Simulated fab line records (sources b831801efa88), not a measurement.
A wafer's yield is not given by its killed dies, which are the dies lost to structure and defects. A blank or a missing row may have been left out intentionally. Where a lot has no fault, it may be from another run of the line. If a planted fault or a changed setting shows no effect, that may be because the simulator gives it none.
fab line records | flow sky130
record lots=13 | wafers=39 | last_day=50
route steps=708 shown VT_ADJUST_HVTR@142 SONOS_TUNNEL@162 POLY_GATE@205 PAD_OPEN@708
lots with no fault: from the same line, run without faults
start_h: start of the lot's first displayed wafer, in hours after the record's first day | wait_h: hours elapsed since this lot's preceding step | " repeats the value in the row above | L1.1+2: a row that stands for several wafers | - value missing, or start not given | * or withheld: withheld | < > ~ a bound
route shown NAME@n: names a module that has steps shown in the file, with the first one's number in the route | usual: mean and standard deviation over wafers with no fault | same: alike in all rows | chamber/n: place in a boat | sites: the reading at each site | _std_site: standard deviation of those values | _edge_site: inner sites' mean taken away from outer sites' mean | radius_mm: for every site, how far away it sits from the centre of the wafer | mask NAME#n: copy n | behind: the tool/chamber that last shaped the wafer | hold: why the lot was held/for how many hours/how that ended | device: the transistor (n, p or np) that didn't switch | end of line: the route-end tests of the same wafers | where a step has no rows: the recipe by itself | killed: count of dies lost to structure and defects at first sort (not the wafer's yield) | map: a wafer's dies, x killed, . not, _ none there
set.NAME: the run value of the setting; set.NAME@STEP: its run value at that earlier step | model.NAME: the simulator's own value behind a step, which no gauge read
route steps across a sampled set of lots; one table per step, one row per wafer
services: the hour from which a tool's chamber was out of use, counted from the record's first day as start_h (under 0 if before that day), plus the number of hours and why
## steps
# step SKY_VT_ADJUST_HVTR_TW_MEAS_11
# usual VT_ADJUST_HVTR_TW=211.5/1.1
lot.wafer | tool          | chamber | start_h | wait_h | VT_ADJUST_HVTR_TW
L401.1    | film_metro-04 | -       | 203.67  | 0.1    | 212.6
L401.5    | "             | -       | "       | "      | 211.9
L401.6    | "             | -       | "       | "      | 211.5
L404.3    | film_metro-04 | -       | 221.31  | 0.1    | 211.7
L404.5    | "             | -       | "       | "      | 211.8
L404.6    | "             | -       | "       | "      | 211.9
L405.3    | film_metro-01 | -       | 231.89  | 0.1    | 212.0
L405.4    | "             | -       | "       | "      | 212.7
L405.5    | "             | -       | "       | "      | 212.8
L406.3    | film_metro-02 | -       | 239.41  | 0.1    | 212.4
L406.4    | "             | -       | "       | "      | 212.2
L406.5    | "             | -       | "       | "      | 212.1
L408.4    | film_metro-02 | -       | 251.11  | 0.1    | 210.8
L408.5    | "             | -       | "       | "      | 211.2
L408.6    | "             | -       | "       | "      | 209.5
L411.1    | film_metro-01 | -       | 272.62  | 0.1    | 212.0
L411.3    | "             | -       | "       | "      | 213.5
L411.6    | "             | -       | "       | "      | 212.6
L413.1    | film_metro-02 | -       | 296.74  | 0.1    | 209.7
L413.3    | "             | -       | "       | "      | 209.9
L413.4    | "             | -       | "       | "      | 210.4
L414.1    | film_metro-04 | -       | 297.04  | 0.1    | 211.1
L414.3    | "             | -       | "       | "      | 211.4
L414.6    | "             | -       | "       | "      | 208.5
L417.2    | film_metro-04 | -       | 335.33  | 0.1    | 213.3
L417.3    | "             | -       | "       | "      | 213.5
L417.5    | "             | -       | "       | "      | 212.0
L419.1    | film_metro-04 | -       | 342.42  | 0.1    | 210.5
L419.3    | "             | -       | "       | "      | 211.4
L419.5    | "             | -       | "       | "      | 211.2
L420.1    | film_metro-04 | -       | 348.62  | 0.1    | 210.9
L420.3    | "             | -       | "       | "      | 212.1
L420.5    | "             | -       | "       | "      | 210.4
L423.3    | film_metro-01 | -       | 367.54  | 0.1    | 212.9
L423.4    | "             | -       | "       | "      | 211.6
L423.5    | "             | -       | "       | "      | 212.0
L424.1    | film_metro-02 | -       | 375.87  | 0.1    | 210.6
L424.4    | "             | -       | "       | "      | 211.3
L424.5    | "             | -       | "       | "      | 210.7
# step SKY_SONOS_TUNNEL_OVL_MEAS_08
# usual SONOS_TUNNEL_OVL=-0.5/1.4
lot.wafer | tool       | chamber | start_h | wait_h | SONOS_TUNNEL_OVL[nm]
L401.1    | overlay-02 | -       | 247.06  | 0.1    | 2.1
L401.5    | "          | -       | "       | "      | 3.2
L401.6    | "          | -       | "       | "      | 1.2
L404.3    | overlay-01 | -       | 270.09  | 0.1    | -0.3
L404.5    | "          | -       | "       | "      | 1.4
L404.6    | "          | -       | "       | "      | -1.1
L405.3    | overlay-01 | -       | 280.20  | 0.1    | -0.5
L405.4    | "          | -       | "       | "      | -1.6
L405.5    | "          | -       | "       | "      | -0.9
L406.3    | overlay-02 | -       | 287.50  | 0.1    | -0.6
L406.4    | "          | -       | "       | "      | -0.5
L406.5    | "          | -       | "       | "      | -0.6
L408.4    | overlay-02 | -       | 300.03  | 0.1    | -0.9
L408.5    | "          | -       | "       | "      | -1.2
L408.6    | "          | -       | "       | "      | -0.6
L411.1    | overlay-01 | -       | 322.76  | 0.1    | -0.6
L411.3    | "          | -       | "       | "      | -1.1
L411.6    | "          | -       | "       | "      | -0.4
L413.1    | overlay-02 | -       | 348.81  | 0.1    | -1.4
L413.3    | "          | -       | "       | "      | -1.5
L413.4    | "          | -       | "       | "      | -0.5
L414.1    | overlay-01 | -       | 349.11  | 0.1    | 0.4
L414.3    | "          | -       | "       | "      | 2.2
L414.6    | "          | -       | "       | "      | 0.9
L417.2    | overlay-02 | -       | 391.36  | 0.1    | -1.2
L417.3    | "          | -       | "       | "      | -1.4
L417.5    | "          | -       | "       | "      | -0.1
L419.1    | overlay-02 | -       | 399.69  | 0.1    | -2.6
L419.3    | "          | -       | "       | "      | -2.2
L419.5    | "          | -       | "       | "      | -1.7
L420.1    | overlay-01 | -       | 406.44  | 0.1    | 1.2
L420.3    | "          | -       | "       | "      | -0.1
L420.5    | "          | -       | "       | "      | 0.6
L423.3    | overlay-01 | -       | 425.85  | 0.1    | -2.0
L423.4    | "          | -       | "       | "      | -2.1
L423.5    | "          | -       | "       | "      | -1.7
L424.1    | overlay-01 | -       | 435.04  | 0.1    | -3.0
L424.4    | "          | -       | "       | "      | -0.5
L424.5    | "          | -       | "       | "      | -2.2
# step SKY_POLY_GATE_THK_MEAS_01
# recipe reads=poly-Si_of_POLY_GATE_CVD_00
# usual POLY_GATE_CVD_00_THK=179.9/1.6
lot.wafer | tool          | chamber | start_h | wait_h | POLY_GATE_CVD_00_THK[nm]
L401.1    | film_metro-01 | -       | 310.58  | 0.0    | 179.6
L401.5    | "             | -       | "       | "      | 179.7
L401.6    | "             | -       | "       | "      | 179.2
L404.3    | film_metro-03 | -       | 334.38  | 0.0    | 181.0
L404.5    | "             | -       | "       | "      | 181.4
L404.6    | "             | -       | "       | "      | 181.7
L405.3    | film_metro-03 | -       | 345.27  | 0.0    | 181.8
L405.4    | "             | -       | "       | "      | 179.2
L405.5    | "             | -       | "       | "      | 180.2
L406.3    | film_metro-01 | -       | 350.15  | 0.0    | 177.0
L406.4    | "             | -       | "       | "      | 176.3
L406.5    | "             | -       | "       | "      | 175.9
L408.4    | film_metro-02 | -       | 368.06  | 0.0    | 178.8
L408.5    | "             | -       | "       | "      | 177.9
L408.6    | "             | -       | "       | "      | 177.9
L411.1    | film_metro-01 | -       | 396.11  | 0.0    | 180.1
L411.3    | "             | -       | "       | "      | 180.5
L411.6    | "             | -       | "       | "      | 180.2
L413.1    | film_metro-01 | -       | 416.55  | 0.0    | 179.6
L413.3    | "             | -       | "       | "      | 181.0
L413.4    | "             | -       | "       | "      | 179.4
L414.1    | film_metro-02 | -       | 419.26  | 0.0    | 179.1
L414.3    | "             | -       | "       | "      | 181.6
L414.6    | "             | -       | "       | "      | 179.2
L417.2    | film_metro-03 | -       | 463.20  | 0.0    | 179.8
L417.3    | "             | -       | "       | "      | 179.4
L417.5    | "             | -       | "       | "      | 180.3
L419.1    | film_metro-01 | -       | 472.22  | 0.0    | 180.8
L419.3    | "             | -       | "       | "      | 182.3
L419.5    | "             | -       | "       | "      | 181.4
L420.1    | film_metro-02 | -       | 480.14  | 0.0    | 179.7
L420.3    | "             | -       | "       | "      | 179.1
L420.5    | "             | -       | "       | "      | 180.9
L423.3    | film_metro-02 | -       | 499.56  | 0.0    | 180.1
L423.4    | "             | -       | "       | "      | 180.5
L423.5    | "             | -       | "       | "      | 180.9
L424.1    | film_metro-02 | -       | 506.54  | 0.0    | 178.6
L424.4    | "             | -       | "       | "      | 178.1
L424.5    | "             | -       | "       | "      | 178.3
# step SKY_POLY_GATE_ETCH_16
# recipe stop_on=poly-Si | chemistry=CH3F/O2 | target=Si3N4 | source_w=400 | bias_w=80 | pressure_mtorr=25 | ch3f_flow_sccm=40 | O2_flow_sccm=30 | time_s=147.5 | target_depth_a=750
# usual drypump_motor_current_A=5.7/0.4 | oes_product_au=0.641/0.0054 | run_length_s=175.8/0.49 | throttle_valve_pct=10.535/0.01
lot.wafer | tool        | chamber | start_h | wait_h | drypump_motor_current_A | oes_product_au | rf_hours_counter_h | run_length_s | throttle_valve_pct
L401.1    | rie_diel-04 | 0       | 368.41  | 0.0    | 5.3                     | 0.644          | 4                  | 175.3        | 10.510
L401.5    | "           | 0       | "       | "      | 5.3                     | 0.646          | -                  | 175.5        | 10.522
L401.6    | "           | 1       | "       | "      | 5.5                     | 0.635          | -                  | 175.7        | 10.542
L404.3    | rie_diel-03 | 1       | 394.63  | 0.0    | 4.9                     | 0.649          | 4                  | 175.4        | 10.551
L404.5    | "           | 0       | "       | "      | 6.5                     | 0.639          | -                  | 175.5        | 10.523
L404.6    | "           | 1       | "       | "      | 4.9                     | 0.640          | -                  | 175.7        | 10.552
L405.3    | rie_diel-02 | 0       | 407.65  | 0.1    | 5.8                     | 0.643          | -                  | 176.3        | 10.527
L405.4    | "           | 1       | "       | "      | 6.1                     | 0.654          | -                  | 175.6        | 10.513
L405.5    | "           | 0       | "       | "      | 5.8                     | 0.646          | -                  | 176.8        | 10.536
L406.3    | rie_diel-03 | 2       | 411.96  | 0.0    | 5.7                     | 0.641          | 105                | 175.8        | 10.541
L406.4    | "           | 3       | "       | "      | 6.1                     | 0.644          | 10                 | 175.6        | 10.536
L406.5    | "           | 3       | "       | "      | 6.1                     | 0.647          | -                  | 175.4        | 10.511
L408.4    | rie_diel-04 | 0       | 427.33  | 0.0    | 5.3                     | 0.635          | 5                  | 175.1        | 10.517
L408.5    | "           | 2       | "       | "      | 5.2                     | 0.637          | -                  | 175.8        | 10.513
L408.6    | "           | 1       | "       | "      | 5.5                     | 0.648          | -                  | 175.6        | 10.535
L411.1    | rie_diel-02 | 1       | 458.87  | 0.0    | 6.1                     | 0.642          | 7                  | 175.6        | 10.535
L411.3    | "           | 2       | "       | "      | 5.9                     | 0.633          | 16                 | 176.9        | 10.542
L411.6    | "           | 2       | "       | "      | 5.9                     | 0.644          | -                  | 176.4        | 10.526
L413.1    | rie_diel-02 | 2       | 478.63  | 0.0    | 5.9                     | 0.639          | 17                 | 176.4        | 10.534
L413.3    | "           | 3       | "       | "      | 5.9                     | 0.677          | 36                 | 164.5        | 10.550
L413.4    | "           | 1       | "       | "      | 6.1                     | 0.642          | 8                  | 175.3        | 10.521
L414.1    | rie_diel-02 | 1       | 482.48  | 0.0    | 6.1                     | 0.646          | 8                  | 175.3        | 10.536
L414.3    | "           | 3       | "       | "      | 5.9                     | 0.678          | 36                 | 164.6        | 10.533
L414.6    | "           | 1       | "       | "      | 6.1                     | 0.647          | -                  | 175.6        | 10.531
L417.2    | rie_diel-04 | 0       | 526.86  | 0.0    | 5.3                     | 0.646          | 7                  | 175.2        | 10.556
L417.3    | "           | 3       | "       | "      | 5.5                     | 0.635          | 1                  | 175.6        | 10.533
L417.5    | "           | 1       | "       | "      | 5.5                     | 0.642          | -                  | 175.7        | 10.532
L419.1    | rie_diel-04 | 0       | 536.42  | 0.0    | 5.3                     | 0.642          | 7                  | 175.2        | 10.552
L419.3    | "           | 1       | "       | "      | 5.5                     | 0.649          | 8                  | 176.2        | 10.534
L419.5    | "           | 0       | "       | "      | 5.3                     | 0.633          | -                  | 175.4        | 10.515
L420.1    | rie_diel-03 | 1       | 542.56  | 0.0    | 4.9                     | 0.638          | 6                  | 175.8        | 10.539
L420.3    | "           | 3       | "       | "      | 6.1                     | 0.644          | 13                 | 175.6        | 10.544
L420.5    | "           | 3       | "       | "      | 6.1                     | 0.644          | -                  | 175.7        | 10.538
L423.3    | rie_diel-04 | 1       | 562.11  | 0.0    | 5.5                     | 0.644          | 9                  | 175.6        | 10.536
L423.4    | "           | 0       | "       | "      | 5.3                     | 0.639          | 8                  | 175.2        | 10.538
L423.5    | "           | 1       | "       | "      | 5.5                     | 0.635          | -                  | 175.6        | 10.551
L424.1    | rie_diel-02 | 1       | 568.81  | 0.0    | 6.1                     | 0.646          | 10                 | 175.4        | 10.548
L424.4    | "           | 2       | "       | "      | 5.9                     | 0.641          | 18                 | 176.7        | 10.538
L424.5    | "           | 0       | "       | "      | 5.7                     | 0.637          | -                  | 176.7        | 10.531
# step SKY_PAD_OPEN_PROBE_99
# usual killed_at_M0_to_M3=44/6.3 | killed_at_M4_up=2.8/1.7 | killed_at_contacts=25/5.8 | killed_at_front_end=14/4.4 | killed_at_other=0.3/0.49 | killed_dies=86/8.7 | killed_open=48/5.8 | killed_short=38/6
# same gross_dies=492 | killed_at_back_side=0
lot.wafer | tool      | chamber | start_h | wait_h | killed_at_M0_to_M3 | killed_at_M4_up | killed_at_contacts | killed_at_front_end | killed_at_other | killed_dies | killed_open | killed_short
L406.3    | prober-01 | -       | 1105.03 | 0.2    | 46                 | 5               | 22                 | 9                   | 0               | 82          | 48          | 34
L406.4    | prober-01 | -       | 1105.08 | 0.2    | 35                 | 6               | 18                 | 17                  | 0               | 76          | 40          | 36
L406.5    | prober-01 | -       | 1105.13 | 0.2    | 44                 | 3               | 26                 | 7                   | 1               | 81          | 47          | 34
L408.4    | prober-01 | -       | 1111.40 | 0.2    | 39                 | 0               | 18                 | 11                  | 0               | 68          | 39          | 29
L408.5    | prober-01 | -       | 1111.45 | 0.2    | 34                 | 1               | 20                 | 19                  | 0               | 74          | 45          | 29
L408.6    | prober-01 | -       | 1111.50 | 0.2    | 35                 | 2               | 39                 | 10                  | 0               | 86          | 50          | 36
L413.1    | prober-02 | -       | 1146.76 | 0.1    | 38                 | 1               | 39                 | 16                  | 0               | 94          | 52          | 42
L413.3    | prober-02 | -       | 1146.86 | 0.2    | 39                 | 2               | 25                 | 10                  | 0               | 76          | 41          | 35
L414.1    | prober-01 | -       | 1147.91 | 0.1    | 33                 | 3               | 23                 | 9                   | 1               | 69          | 37          | 32
L414.3    | prober-01 | -       | 1148.01 | 0.2    | 48                 | 3               | 24                 | 17                  | 0               | 92          | 55          | 37
L414.6    | prober-01 | -       | 1148.16 | 0.2    | 45                 | 2               | 26                 | 10                  | 0               | 83          | 47          | 36
L417.2    | prober-02 | -       | 1174.09 | 0.1    | 51                 | 4               | 21                 | 16                  | 1               | 93          | 40          | 53
L417.3    | prober-02 | -       | 1174.14 | 0.2    | 41                 | 3               | 34                 | 12                  | 0               | 90          | 56          | 34
L417.5    | prober-02 | -       | 1174.24 | 0.2    | 41                 | 1               | 33                 | 11                  | 1               | 87          | 49          | 38
# killed by level:class
L406.3 VIA1:geometric_particle:open=12 CONTACT:geometric_particle:open=9 METAL1:geometric_particle:short=6 FIELD_ISO:geometric_particle:short=5 METAL2:geometric_particle:open=5 METAL2:geometric_particle:short=5 VIA3:geometric_particle:open=5 LI_CONTACT:geometric_particle:open=4
L406.4 METAL1:geometric_particle:short=7 LI_CONTACT:geometric_particle:open=6 VIA1:geometric_particle:short=6 CONTACT:geometric_particle:open=5 METAL2:geometric_particle:short=5 VIA3:geometric_particle:open=5 FIELD_ISO:geometric_particle:short=4 FIELD_ISO:geometric_particle:open=4
L406.5 CONTACT:geometric_particle:open=12 VIA1:geometric_particle:open=11 METAL2:geometric_particle:short=7 VIA2:geometric_particle:open=7 CONTACT:geometric_particle:short=6 LI_CONTACT:geometric_particle:open=4 LOCAL_INTERCONNECT:geometric_particle:short=4 METAL1:geometric_particle:short=4
L408.4 VIA1:geometric_particle:open=9 LI_CONTACT:geometric_particle:open=7 VIA1:geometric_particle:short=7 VIA3:geometric_particle:open=7 CONTACT:geometric_particle:open=5 METAL2:geometric_particle:short=5 FIELD_ISO:geometric_particle:short=4 FIELD_ISO:geometric_particle:open=2
L408.5 VIA1:geometric_particle:open=11 CONTACT:geometric_particle:open=7 LI_CONTACT:geometric_particle:open=6 FIELD_ISO:geometric_particle:open=5 POLY_GATE:geometric_particle:open=5 VIA3:geometric_particle:open=5 POLY_GATE:geometric_particle:short=4 CONTACT:geometric_particle:short=4
L408.6 CONTACT:geometric_particle:open=14 LI_CONTACT:geometric_particle:open=9 VIA1:geometric_particle:open=9 VIA3:geometric_particle:open=8 CONTACT:geometric_particle:short=7 LOCAL_INTERCONNECT:geometric_particle:short=6 METAL1:geometric_particle:short=4 VIA1:geometric_particle:short=4
L413.1 LI_CONTACT:geometric_particle:open=13 CONTACT:geometric_particle:open=13 METAL1:geometric_particle:short=10 CONTACT:geometric_particle:short=8 FIELD_ISO:geometric_particle:open=6 VIA1:geometric_particle:open=6 VIA1:geometric_particle:short=5 POLY_GATE:geometric_particle:short=4
L413.3 VIA1:geometric_particle:open=11 CONTACT:geometric_particle:open=8 LI_CONTACT:geometric_particle:open=8 METAL2:geometric_particle:short=7 VIA2:geometric_particle:open=6 FIELD_ISO:geometric_particle:short=5 VIA3:geometric_particle:open=5 LOCAL_INTERCONNECT:geometric_particle:short=4
L414.1 VIA1:geometric_particle:open=10 LI_CONTACT:geometric_particle:open=6 CONTACT:geometric_particle:open=6 METAL2:geometric_particle:short=6 LOCAL_INTERCONNECT:geometric_particle:short=5 FIELD_ISO:geometric_particle:short=4 VIA3:geometric_particle:open=4 LI_CONTACT:geometric_particle:short=3
L414.3 VIA1:geometric_particle:open=11 CONTACT:geometric_particle:open=10 LI_CONTACT:geometric_particle:open=9 VIA3:geometric_particle:short=8 METAL1:geometric_particle:short=8 VIA2:geometric_particle:open=8 POLY_GATE:geometric_particle:short=6 POLY_GATE:geometric_particle:open=4
L414.6 CONTACT:geometric_particle:open=13 VIA1:geometric_particle:open=9 LI_CONTACT:geometric_particle:open=8 METAL2:geometric_particle:short=7 VIA2:geometric_particle:open=6 VIA1:geometric_particle:short=6 METAL3:geometric_particle:short=5 POLY_GATE:geometric_particle:short=4
L417.2 VIA1:geometric_particle:open=10 LI_CONTACT:geometric_particle:open=7 METAL3:geometric_particle:short=7 CONTACT:geometric_particle:open=6 VIA1:geometric_particle:short=6 VIA3:geometric_particle:short=6 FIELD_ISO:geometric_particle:short=5 METAL1:geometric_particle:short=5
L417.3 CONTACT:geometric_particle:open=13 VIA1:geometric_particle:open=12 LI_CONTACT:geometric_particle:open=8 VIA2:geometric_particle:open=7 METAL2:geometric_particle:short=6 FIELD_ISO:geometric_particle:open=5 VIA1:geometric_particle:short=5 LOCAL_INTERCONNECT:geometric_particle:short=5
L417.5 CONTACT:geometric_particle:open=10 VIA1:geometric_particle:open=9 VIA3:geometric_particle:open=9 LI_CONTACT:geometric_particle:open=8 METAL2:geometric_particle:short=6 CONTACT:geometric_particle:short=6 LOCAL_INTERCONNECT:geometric_particle:short=5 LI_CONTACT:geometric_particle:short=4
## services
tool        | chamber | start_h | hours | kind
rie_diel-02 | 2       | 356.92  | 3.5   | repair
rie_diel-03 | -       | 366.50  | 1.4   | repair
rie_diel-04 | -       | 385.31  | 2.8   | pm
rie_diel-02 | 2       | 386.86  | 21.4  | repair
rie_diel-02 | 3       | 401.52  | 16.0  | repair
rie_diel-02 | -       | 426.89  | 0.3   | repair
rie_diel-04 | 3       | 439.85  | 2.9   | repair
rie_diel-04 | -       | 441.40  | 14.6  | pm
rie_diel-03 | 3       | 441.89  | 2.9   | repair
rie_diel-03 | 3       | 450.17  | 8.9   | repair
rie_diel-04 | 3       | 456.00  | -     | clean
rie_diel-04 | 3       | 456.00  | 10.0  | scheduled_down
rie_diel-04 | 3       | 456.00  | 10.0  | vent_cycle
rie_diel-02 | 2       | 461.35  | 10.1  | repair
rie_diel-02 | 1       | 469.76  | 5.8   | repair
rie_diel-02 | 0       | 482.33  | -     | clean
rie_diel-02 | 0       | 482.33  | 20.7  | scheduled_down
rie_diel-02 | 0       | 482.33  | 20.7  | vent_cycle
rie_diel-03 | -       | 496.46  | 8.1   | repair
rie_diel-03 | 1       | 502.67  | 22.7  | repair
rie_diel-03 | 0       | 531.46  | 2.4   | repair
rie_diel-02 | -       | 539.40  | 0.3   | repair
rie_diel-02 | -       | 553.82  | 0.2   | repair
rie_diel-02 | 3       | 562.96  | 1.9   | repair
## key
first_sign step=SKY_POLY_GATE_ETCH_16 | reading=run_length_s | direction=down | sigmas=23 | usual=* | struck=*
effect step=SKY_POLY_GATE_ETCH_16 | reading=oes_product_au | direction=up | sigmas=6.8 | usual=0.641 | struck=0.678
met_at SKY_POLY_GATE_ETCH_16
struck_lots L413,L414
struck_wafers L413.3,L414.3
tester_left_out L413,L414
not_acting_at SKY_VT_ADJUST_HVTR_TW_MEAS_11,SKY_SONOS_TUNNEL_OVL_MEAS_08,SKY_POLY_GATE_THK_MEAS_01
fault kind=process_parameter_drift | tool=rie_diel-02 | chamber=3 | onset_h=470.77 | steps=SKY_POLY_GATE_ETCH_16 | channel=time_s | offset=* | shape=step | end_h=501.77 | acts_in=* | stated=*
# tester_left_out: of these lots the tester's yield and bins aren't shown, on N5 and GAA mostly nor the transistor test; their killed dies are dies lost to structure and defects alone, not to doping, threshold or leakage, so they don't give the yield
